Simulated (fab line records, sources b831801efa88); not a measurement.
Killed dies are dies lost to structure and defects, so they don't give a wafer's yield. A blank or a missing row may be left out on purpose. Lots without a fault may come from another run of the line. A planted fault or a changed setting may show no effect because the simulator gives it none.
Problem report in the 8D (eight disciplines) form, filled by code | flow sky130 | the parts of the form that need people (team, actions taken, sign-off) are left out

1. THE PROBLEM
CAP2M_CVD_00_THK at SKY_CAP2M_THK_MEAS_01 reads a mean of 25.32 nm on 1 wafer of 1 lot; wafers without a fault read 15.60 nm with a standard deviation of 0.23. That is +42 standard deviations from the usual mean.
First seen on wafer L223.3, day 44 16:03, on film_metro-01. The record holds 33 wafers of 11 lots with a number at this step. Rule for "out", or "out of limits": more than 4 standard deviations from the usual mean. The other wafers with a number count as sound.

2. WHAT IT IS AND WHAT IT IS NOT
question                    | is                | is not
which readings at this step | CAP2M_CVD_00_THK  | -
which lots                  | L223              | L208, L209, L211, L213, L216, L217, L220, L224, L230, L231
which wafers of those lots  | L223.3            | L223.5, L223.6
read on which gauges        | film_metro-01     | film_metro-03, film_metro-04
when                        | from day 44 16:03 | up to then (26 sound wafers); but 6 sound wafers of L230, L231 came after

3. SUSPECTS, AND WHAT RULES EACH OUT
Counting: a tool at a process step up to the reading stays a suspect if it ran every lot that is out. Sound lots after the first of them don't rule it out here, since some wafers of a struck lot are sound.
- the gauge at SKY_CAP2M_THK_MEAS_01: ruled out. All the wafers that are out were read on film_metro-01, but those of them that SKY_METAL4_ETCH_17 has rows for are out there too, on other tools.
- rie_metal-01 at SKY_METAL3_DESCUM_15 (chemistry O2, time 8 s): kept. It ran the lot that is out, L223 (day 43 14:40); its last sound lot up to then is L216 (day 41 06:01).
- pecvd-01 at SKY_CAP2M_CVD_00 (deposits SiO2, target thk 15.5 nm): kept. It ran the lot that is out, L223 (day 44 16:01); its last sound lot up to then is L220 (day 43 10:22).
- Within pecvd-01 at SKY_CAP2M_CVD_00: the wafers that are out ran in chamber 1; their sound lot-mates ran in chambers 0, 2.
Left after counting: rie_metal-01 at SKY_METAL3_DESCUM_15, pecvd-01 at SKY_CAP2M_CVD_00.

4. THE CAUSE (what the simulator had put in)
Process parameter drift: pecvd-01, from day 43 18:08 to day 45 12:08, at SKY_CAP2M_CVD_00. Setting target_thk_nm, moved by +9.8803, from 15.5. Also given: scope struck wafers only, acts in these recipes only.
Counting left 2 suspects, and this tool is among them.

5. THE CHAIN OF EFFECTS, in route order
Each row: a reading whose mean over the struck wafers that have a number lies more than 3 standard deviations from the usual. Only readings for which the record gives a usual standard deviation are gone through. hours: the time from each lot's start at the first step in this table that gives one to its start at this step, as a median over the lots. sigmas: the change in usual standard deviations.
hours | step                  | reading          | usual      | on struck wafers | change | sigmas
0     | SKY_CAP2M_THK_MEAS_01 | CAP2M_CVD_00_THK | 15.60 nm   | 25.32            | +9.72  | +42
44    | SKY_METAL4_ETCH_17    | oes_product_au   | 0.756 a.u. | 0.985            | +0.229 | +37
The process steps in it:
- SKY_METAL4_ETCH_17: etches SiO2 in C4F8/O2/Ar, stops on TiN, time 3.9 s, target depth 15 nm.
Later measuring or inspecting steps at which every struck wafer that the step has a row for has a number for every such reading, and none has moved that far: SKY_CAP2M_RS_MEAS_03, SKY_CAP2M_THK_MEAS_04.

6. WHAT WOULD HAVE CAUGHT IT SOONER
In this record the first reading out of limits at a measuring or inspecting step was taken at day 44 16:03, 22 hours after the fault began at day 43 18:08.
Of the tool readings at SKY_CAP2M_CVD_00 for which the record gives a usual standard deviation, none was out on any struck wafer, so an alarm limit of 4 standard deviations on them would not have fired.
All the lots that are out (1) had begun SKY_CAP2M_CVD_00 on pecvd-01 by day 44 16:03. A hold on the tool at that time would have spared none of them.
